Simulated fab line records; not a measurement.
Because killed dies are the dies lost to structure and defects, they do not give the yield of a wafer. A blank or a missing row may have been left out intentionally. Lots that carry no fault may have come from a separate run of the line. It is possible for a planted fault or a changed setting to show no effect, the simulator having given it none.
Which tool is to blame? ; flow gf180mcu ; 6 lots, 18 wafers sampled, at 3 steps of a route of 602

== WHAT EACH GAUGE READ, for each wafer ==
GF_V3_THK_MEAS_01.
lot;measured;on;V3_CVD_00_THK (nm)
L108;day 22 01:13;filmMetro-03;596 610 602
L113;day 23 22:25;filmMetro-04;611 304 303
L121;day 26 09:52;filmMetro-02;599 597 606
L125;day 27 07:52;filmMetro-04;601 609 605
L128;day 28 06:49;filmMetro-03;587 601 609
L130;day 28 21:29;filmMetro-02;600 590 597

== WHAT TOOL EACH LOT RAN ON (gives the tool, then ch and the chambers of the sampled wafers, and finally the start) ==
lot;GF_V2_CMP_26;GF_V3_CVD_00
L108;cmp-02 ch 2,3, day 21 00:35;hdpcvd-02 ch 0,1,2, day 22 01:08
L113;cmp-02 ch 0,1,2, day 22 22:13;hdpcvd-01 ch 0,1, day 23 22:21
L121;cmp-02 ch 0,1,3, day 25 11:02;hdpcvd-02 ch 0,1,2, day 26 09:46
L125;cmp-01 ch 0,1,2, day 26 10:23;hdpcvd-02 ch 0,1,2, day 27 07:47
L128;cmp-01 ch 1,2,3, day 27 10:26;hdpcvd-01 ch 0,1,2, day 28 06:44
L130;cmp-02 ch 0,1,3, day 28 00:45;hdpcvd-02 ch 0,1,2, day 28 21:25
- GF_V2_CMP_26: polishes, stops on SiO2, t overpolish 15 s, target thk 0 nm.
- GF_V3_CVD_00: deposits SiO2, target thk 600 nm, time 100 s.

== THE ANSWER, worked out from the rows above alone ==
Rule: the lots themselves supply what counts as usual. Put in order of their means at a reading, lots are off if they are a third of the lots or fewer, leave a main group of 4 or more, and stand apart from it by a gap of 3 or more times the standard deviation of the main group's means; of several such gaps the widest counts. Not used: any main group whose means are identical at the precision the tables above print for the reading. A lot without any number at a reading at which 4 lots or more have one is off too. Any other lot the step has rows for is counted as sound.
Off: L113, seen at GF_V3_THK_MEAS_01 (V3_CVD_00_THK). For the main group the mean is 601 nm and the standard deviation 3.2.
If a tool, at a process step before that reading, ran all the lots that are off and no sound lot after the first of them, it fits. Gauges at GF_V3_THK_MEAS_01: tried the same way as those tools. Of those tried, none fits.

== WHAT WAS PUT IN BY THE SIMULATOR ==
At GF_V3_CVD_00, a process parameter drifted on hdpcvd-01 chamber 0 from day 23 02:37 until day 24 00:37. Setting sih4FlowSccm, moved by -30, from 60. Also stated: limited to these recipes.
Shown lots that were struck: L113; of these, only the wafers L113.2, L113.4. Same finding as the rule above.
